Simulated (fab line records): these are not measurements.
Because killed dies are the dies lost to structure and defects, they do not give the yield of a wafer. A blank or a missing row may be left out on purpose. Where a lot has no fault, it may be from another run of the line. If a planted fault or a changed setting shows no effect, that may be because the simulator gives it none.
fab line records / flow gf180mcu
[record] lots = 6 wafers = 18 last-day = 34
route steps=602 shown MIM@519 M5@526
lots untouched by any fault: they come from a run of this same line in which no faults occurred
start-h: start of the lot's first displayed wafer, in hours after the record's first day / wait-h: hours elapsed since this lot's preceding step / " the same as in the row above / L1.1+2: several wafers, shown together as one row / - no value, or no start given / * or withheld: withheld / < > ~ a bound
route shown NAME@n: a module of which the file shows steps, and the number in the route of the first / usual: the fault-free wafers' mean and standard deviation / same: alike in all rows / chamber/n: place in a boat / sites: the reading at each site / _std_site: how widely they spread, as a standard deviation / _edge_site: outer sites' mean less inner sites' / radius-mm: for every site, how far away it sits from the centre of the wafer / mask NAME#n: copy n / behind: the tool/chamber that last shaped the wafer / hold: the reason the lot was held/the length of the hold in hours/how it ended / device: transistor that didn't switch, given as n, p or np / end of line: the route-end tests of the same wafers / a step without rows: its recipe alone / killed: at the first sort, the dies lost to defects and structure; wafer yield is something else / map: the dies of a wafer, with x for killed, . for not killed, _ for no die there
set.NAME: the setting the step ran with; set.NAME@STEP: the setting that earlier step ran with / model.NAME: the simulator's own value behind a step, which no gauge read
a table for each step, a row for each wafer; lots at some steps of the route
services: the hour from which a tool's chamber was out of use, counted from the record's first day as start-h (under 0 if before that day), plus the number of hours and why
[[steps]]
[step GF_MIM_EXPOSE_16]
[recipe] mask-id = FuseTop target-cd-nm = 2000 na = 0.6 source-shape = conventional sigma-outer = 0.6 dose-mj = 140
[step GF_MIM_PEB_17]
[recipe] temp-c = withheld time-s = * resist = NOVOLAK
[step GF_MIM_DEVELOP_18]
[recipe] develop-time-s = 60 dev-temp-c = 23
[step GF_MIM_METAL_ETCH_19]
[recipe] chemistry = Cl2/BCl3 mask-material = NOVOLAK stop-on = Si3N4 target-depth-nm = 324.5 pressure-mtorr = 8 icp-w = 800 bias-w = 140 Cl2_flow_sccm = 80 bcl3-flow-sccm = 40 time-s = 54.1
[usual] drypump-motor-current-A = 6.0/0.54 oes-product-au = 0.940/0.0076 throttle-valve-pct = 28.287/0.012
lot.wafer=L319.1 tool=rie-metal-04 chamber=0 start-h=636.92 wait-h=0.1 drypump-motor-current-A=5.9 oes-product-au=0.935 rf-hours-counter-h=14 throttle-valve-pct=28.292
lot.wafer=L319.2 tool=rie-metal-04 chamber=1 start-h=636.92 wait-h=0.1 drypump-motor-current-A=5.8 oes-product-au=0.941 rf-hours-counter-h=0 throttle-valve-pct=28.282
lot.wafer=L319.4 tool=rie-metal-04 chamber=0 start-h=636.92 wait-h=0.1 drypump-motor-current-A=5.9 oes-product-au=0.942 rf-hours-counter-h=- throttle-valve-pct=28.279
lot.wafer=L328.2 tool=rie-metal-03 chamber=1 start-h=702.12 wait-h=0.1 drypump-motor-current-A=6.4 oes-product-au=0.943 rf-hours-counter-h=11 throttle-valve-pct=28.272
lot.wafer=L328.3 tool=rie-metal-03 chamber=1 start-h=702.12 wait-h=0.1 drypump-motor-current-A=6.3 oes-product-au=0.944 rf-hours-counter-h=- throttle-valve-pct=28.282
lot.wafer=L328.4 tool=rie-metal-03 chamber=0 start-h=702.12 wait-h=0.1 drypump-motor-current-A=6.8 oes-product-au=0.945 rf-hours-counter-h=- throttle-valve-pct=28.279
lot.wafer=L330.1 tool=rie-metal-03 chamber=0 start-h=704.79 wait-h=0.1 drypump-motor-current-A=6.8 oes-product-au=0.950 rf-hours-counter-h=13 throttle-valve-pct=28.283
lot.wafer=L330.4 tool=rie-metal-03 chamber=0 start-h=704.79 wait-h=0.1 drypump-motor-current-A=6.8 oes-product-au=0.950 rf-hours-counter-h=- throttle-valve-pct=28.281
lot.wafer=L330.5 tool=rie-metal-03 chamber=0 start-h=704.79 wait-h=0.1 drypump-motor-current-A=6.8 oes-product-au=0.943 rf-hours-counter-h=- throttle-valve-pct=28.276
lot.wafer=L331.2 tool=rie-metal-03 chamber=0 start-h=719.67 wait-h=0.1 drypump-motor-current-A=6.8 oes-product-au=0.945 rf-hours-counter-h=14 throttle-valve-pct=28.280
lot.wafer=L331.4 tool=rie-metal-03 chamber=0 start-h=719.67 wait-h=0.1 drypump-motor-current-A=6.8 oes-product-au=0.944 rf-hours-counter-h=- throttle-valve-pct=28.279
lot.wafer=L331.6 tool=rie-metal-03 chamber=1 start-h=719.67 wait-h=0.1 drypump-motor-current-A=6.4 oes-product-au=0.955 rf-hours-counter-h=- throttle-valve-pct=28.274
lot.wafer=L332.3 tool=rie-metal-04 chamber=0 start-h=727.69 wait-h=0.1 drypump-motor-current-A=5.8 oes-product-au=0.942 rf-hours-counter-h=- throttle-valve-pct=28.275
lot.wafer=L332.4 tool=rie-metal-04 chamber=1 start-h=727.69 wait-h=0.1 drypump-motor-current-A=5.8 oes-product-au=0.929 rf-hours-counter-h=- throttle-valve-pct=28.293
lot.wafer=L332.6 tool=rie-metal-04 chamber=0 start-h=727.69 wait-h=0.1 drypump-motor-current-A=5.9 oes-product-au=0.936 rf-hours-counter-h=- throttle-valve-pct=28.290
lot.wafer=L335.4 tool=rie-metal-04 chamber=1 start-h=740.46 wait-h=0.1 drypump-motor-current-A=5.8 oes-product-au=0.946 rf-hours-counter-h=- throttle-valve-pct=28.272
lot.wafer=L335.5 tool=rie-metal-04 chamber=1 start-h=740.46 wait-h=0.1 drypump-motor-current-A=5.7 oes-product-au=0.939 rf-hours-counter-h=- throttle-valve-pct=28.306
lot.wafer=L335.6 tool=rie-metal-04 chamber=0 start-h=740.46 wait-h=0.1 drypump-motor-current-A=5.9 oes-product-au=0.945 rf-hours-counter-h=- throttle-valve-pct=28.273
[step GF_MIM_STRIP_20]
[recipe] chemistry = O2/N2 power-w = 1400 pressure-mtorr = 1500 platen-temp-c = 250 o2-flow-sccm = 3000 n2-flow-sccm = 300 overash-fraction = 0.5
[usual] drypump-motor-current-A = 6.0/0.52 heater-power-w = 357/41 oes-product-au = 0.691/0.0047 strip-time-to-endpoint-s = 11.21/0.041
lot.wafer=L319.1 tool=plasma-asher-02 chamber=1 start-h=636.99 wait-h=0.0 drypump-motor-current-A=6.6 heater-power-w=305 oes-product-au=0.685 rf-hours-counter-h=50 strip-time-to-endpoint-s=11.19
lot.wafer=L319.2 tool=plasma-asher-02 chamber=0 start-h=636.99 wait-h=0.0 drypump-motor-current-A=5.9 heater-power-w=408 oes-product-au=0.688 rf-hours-counter-h=50 strip-time-to-endpoint-s=11.20
lot.wafer=L319.4 tool=plasma-asher-02 chamber=1 start-h=636.99 wait-h=0.0 drypump-motor-current-A=6.6 heater-power-w=305 oes-product-au=0.687 rf-hours-counter-h=- strip-time-to-endpoint-s=11.15
lot.wafer=L328.2 tool=plasma-asher-02 chamber=0 start-h=702.19 wait-h=0.0 drypump-motor-current-A=6.0 heater-power-w=410 oes-product-au=0.696 rf-hours-counter-h=57 strip-time-to-endpoint-s=11.23
lot.wafer=L328.3 tool=plasma-asher-02 chamber=0 start-h=702.19 wait-h=0.0 drypump-motor-current-A=6.0 heater-power-w=412 oes-product-au=0.690 rf-hours-counter-h=- strip-time-to-endpoint-s=11.23
lot.wafer=L328.4 tool=plasma-asher-02 chamber=1 start-h=702.19 wait-h=0.0 drypump-motor-current-A=6.6 heater-power-w=298 oes-product-au=0.700 rf-hours-counter-h=- strip-time-to-endpoint-s=11.30
lot.wafer=L330.1 tool=plasma-asher-04 chamber=1 start-h=704.86 wait-h=0.0 drypump-motor-current-A=5.1 heater-power-w=356 oes-product-au=0.687 rf-hours-counter-h=111 strip-time-to-endpoint-s=11.20
lot.wafer=L330.4 tool=plasma-asher-04 chamber=1 start-h=704.86 wait-h=0.0 drypump-motor-current-A=5.1 heater-power-w=359 oes-product-au=0.691 rf-hours-counter-h=- strip-time-to-endpoint-s=11.21
lot.wafer=L330.5 tool=plasma-asher-04 chamber=1 start-h=704.86 wait-h=0.0 drypump-motor-current-A=5.1 heater-power-w=363 oes-product-au=0.697 rf-hours-counter-h=- strip-time-to-endpoint-s=11.23
lot.wafer=L331.2 tool=plasma-asher-01 chamber=1 start-h=719.74 wait-h=0.0 drypump-motor-current-A=6.6 heater-power-w=323 oes-product-au=0.696 rf-hours-counter-h=30 strip-time-to-endpoint-s=11.21
lot.wafer=L331.4 tool=plasma-asher-01 chamber=0 start-h=719.74 wait-h=0.0 drypump-motor-current-A=5.9 heater-power-w=314 oes-product-au=0.698 rf-hours-counter-h=- strip-time-to-endpoint-s=11.21
lot.wafer=L331.6 tool=plasma-asher-01 chamber=1 start-h=719.74 wait-h=0.0 drypump-motor-current-A=6.6 heater-power-w=317 oes-product-au=0.682 rf-hours-counter-h=- strip-time-to-endpoint-s=11.14
lot.wafer=L332.3 tool=plasma-asher-04 chamber=1 start-h=727.77 wait-h=0.1 drypump-motor-current-A=5.1 heater-power-w=366 oes-product-au=0.692 rf-hours-counter-h=- strip-time-to-endpoint-s=11.15
lot.wafer=L332.4 tool=plasma-asher-04 chamber=0 start-h=727.77 wait-h=0.1 drypump-motor-current-A=5.9 heater-power-w=398 oes-product-au=0.693 rf-hours-counter-h=- strip-time-to-endpoint-s=11.21
lot.wafer=L332.6 tool=plasma-asher-04 chamber=0 start-h=727.77 wait-h=0.1 drypump-motor-current-A=5.9 heater-power-w=400 oes-product-au=0.688 rf-hours-counter-h=- strip-time-to-endpoint-s=11.15
lot.wafer=L335.4 tool=plasma-asher-01 chamber=0 start-h=740.54 wait-h=0.1 drypump-motor-current-A=5.9 heater-power-w=321 oes-product-au=0.694 rf-hours-counter-h=- strip-time-to-endpoint-s=11.21
lot.wafer=L335.5 tool=plasma-asher-01 chamber=0 start-h=740.54 wait-h=0.1 drypump-motor-current-A=5.9 heater-power-w=324 oes-product-au=0.693 rf-hours-counter-h=- strip-time-to-endpoint-s=11.26
lot.wafer=L335.6 tool=plasma-asher-01 chamber=1 start-h=740.54 wait-h=0.1 drypump-motor-current-A=6.6 heater-power-w=316 oes-product-au=0.692 rf-hours-counter-h=- strip-time-to-endpoint-s=11.19
[step GF_MIM_STRIP_21]
[recipe] chemistry = post-etch-residue-remover time-s = 1200 temp-c = 72.5
[step GF_MIM_CLEAN_22]
[recipe] chemistry = DIW dry = n2-spin
[step GF_M5_DEHYDRATE_00]
[recipe] temp-c = 200 time-s = 60
[step GF_M5_HMDS_01]
[recipe] prime-time-s = 60 prime-temp-c = 120
[step GF_M5_COAT_02]
[recipe] resist = KrF spin-rpm = withheld resist-thk-nm = 1000
[step GF_M5_SOFTBAKE_03]
[recipe] temp-c = 130 time-s = 60 resist = KrF
[step GF_M5_EXPOSE_04]
[recipe] mask-id = Metal5 target-cd-nm = 280 na = 0.68 source-shape = conventional sigma-outer = 0.6 dose-mj = 28
[step GF_M5_PEB_05]
[recipe] peb-temp-c = 135 peb-time-s = 90 resist = KrF
[usual] chill-plate-temp-C = 23.00/0.11 exhaust-pa = 45.0/0.92 peb-time-s = 90/0 resist-line-temp-C = 22.99/0.11
lot.wafer=L319.1 tool=litho-track-04 chamber=0 start-h=656.47 wait-h=- chill-plate-temp-C=23.21 exhaust-pa=46.1 peb-time-s=90 resist-line-temp-C=23.15
lot.wafer=L319.2 tool=litho-track-04 chamber=0 start-h=656.47 wait-h=- chill-plate-temp-C=23.01 exhaust-pa=45.6 peb-time-s=90 resist-line-temp-C=23.02
lot.wafer=L319.4 tool=litho-track-04 chamber=0 start-h=656.47 wait-h=- chill-plate-temp-C=23.12 exhaust-pa=44.4 peb-time-s=90 resist-line-temp-C=23.12
lot.wafer=L328.2 tool=litho-track-04 chamber=0 start-h=720.71 wait-h=- chill-plate-temp-C=23.05 exhaust-pa=45.0 peb-time-s=90 resist-line-temp-C=22.90
lot.wafer=L328.3 tool=litho-track-04 chamber=0 start-h=720.71 wait-h=- chill-plate-temp-C=23.15 exhaust-pa=44.5 peb-time-s=90 resist-line-temp-C=22.98
lot.wafer=L328.4 tool=litho-track-04 chamber=0 start-h=720.71 wait-h=- chill-plate-temp-C=23.07 exhaust-pa=45.5 peb-time-s=90 resist-line-temp-C=22.84
lot.wafer=L330.1 tool=litho-track-04 chamber=- start-h=722.87 wait-h=- chill-plate-temp-C=- exhaust-pa=- peb-time-s=- resist-line-temp-C=-
lot.wafer=L330.4 tool=litho-track-04 chamber=- start-h=722.87 wait-h=- chill-plate-temp-C=- exhaust-pa=- peb-time-s=- resist-line-temp-C=-
lot.wafer=L330.5 tool=litho-track-04 chamber=- start-h=722.87 wait-h=- chill-plate-temp-C=- exhaust-pa=- peb-time-s=- resist-line-temp-C=-
lot.wafer=L331.2 tool=litho-track-03 chamber=- start-h=736.92 wait-h=- chill-plate-temp-C=- exhaust-pa=- peb-time-s=- resist-line-temp-C=-
lot.wafer=L331.4 tool=litho-track-03 chamber=- start-h=736.92 wait-h=- chill-plate-temp-C=- exhaust-pa=- peb-time-s=- resist-line-temp-C=-
lot.wafer=L331.6 tool=litho-track-03 chamber=- start-h=736.92 wait-h=- chill-plate-temp-C=- exhaust-pa=- peb-time-s=- resist-line-temp-C=-
lot.wafer=L332.3 tool=litho-track-03 chamber=0 start-h=744.91 wait-h=- chill-plate-temp-C=23.13 exhaust-pa=42.9 peb-time-s=90 resist-line-temp-C=23.01
lot.wafer=L332.4 tool=litho-track-03 chamber=0 start-h=744.91 wait-h=- chill-plate-temp-C=23.12 exhaust-pa=44.4 peb-time-s=90 resist-line-temp-C=23.21
lot.wafer=L332.6 tool=litho-track-03 chamber=0 start-h=744.91 wait-h=- chill-plate-temp-C=23.07 exhaust-pa=43.7 peb-time-s=90 resist-line-temp-C=23.10
lot.wafer=L335.4 tool=litho-track-01 chamber=0 start-h=756.93 wait-h=- chill-plate-temp-C=22.93 exhaust-pa=45.0 peb-time-s=90 resist-line-temp-C=22.84
lot.wafer=L335.5 tool=litho-track-01 chamber=0 start-h=756.93 wait-h=- chill-plate-temp-C=23.23 exhaust-pa=46.1 peb-time-s=90 resist-line-temp-C=23.06
lot.wafer=L335.6 tool=litho-track-01 chamber=0 start-h=756.93 wait-h=- chill-plate-temp-C=23.11 exhaust-pa=44.9 peb-time-s=90 resist-line-temp-C=22.87
[step GF_M5_DEVELOP_06]
[recipe] develop-time-s = 60 dev-temp-c = 21
[[services]]
tool=plasma-asher-02 chamber=- start-h=621.19 hours=5.4 kind=repair
tool=plasma-asher-04 chamber=- start-h=624.40 hours=6.6 kind=repair
tool=plasma-asher-01 chamber=- start-h=638.23 hours=8.9 kind=repair
tool=rie-metal-04 chamber=0 start-h=664.62 hours=- kind=clean
tool=rie-metal-04 chamber=0 start-h=664.62 hours=15.9 kind=scheduled-down
tool=rie-metal-04 chamber=0 start-h=664.62 hours=15.9 kind=vent-cycle
tool=plasma-asher-01 chamber=- start-h=684.80 hours=4.2 kind=repair
tool=plasma-asher-01 chamber=- start-h=694.92 hours=9.3 kind=repair
tool=rie-metal-03 chamber=0 start-h=721.08 hours=- kind=clean
tool=rie-metal-03 chamber=0 start-h=721.08 hours=19.2 kind=scheduled-down
tool=rie-metal-03 chamber=0 start-h=721.08 hours=19.2 kind=vent-cycle
tool=plasma-asher-04 chamber=- start-h=733.75 hours=9.0 kind=pm
tool=plasma-asher-04 chamber=0 start-h=733.75 hours=9.0 kind=vent-cycle
tool=plasma-asher-04 chamber=1 start-h=733.75 hours=9.0 kind=vent-cycle
tool=plasma-asher-04 chamber=0 start-h=742.75 hours=- kind=clean
tool=plasma-asher-04 chamber=1 start-h=742.75 hours=- kind=clean
[[key]]
[first-sign] step = GF_M5_PEB_05 reading = tool-record direction = missing
effect none on later readings
met-at GF_M5_PEB_05
struck-wafers L330.1,L330.4,L330.5,L331.2,L331.4,L331.6
later-rows-left-out L330.1,L330.4,L330.5,L331.2,L331.4,L331.6
sort-left-out L330.1,L330.4,L330.5,L331.2,L331.4,L331.6
onset-between 720.71 722.87
[fault] kind = skipped-step-whole tool = litho-track-03,litho-track-04 chamber = - onset-h = 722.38 steps = GF_M5_PEB_05 scope = struck-lots-only
// sort-left-out: the simulated sort isn't trusted on such a fault, so these wafers' sort isn't shown, and their yield isn't known
// later-rows-left-out: the simulator's readings of these wafers behind a module that went badly wrong aren't trusted and aren't shown, but for the sort
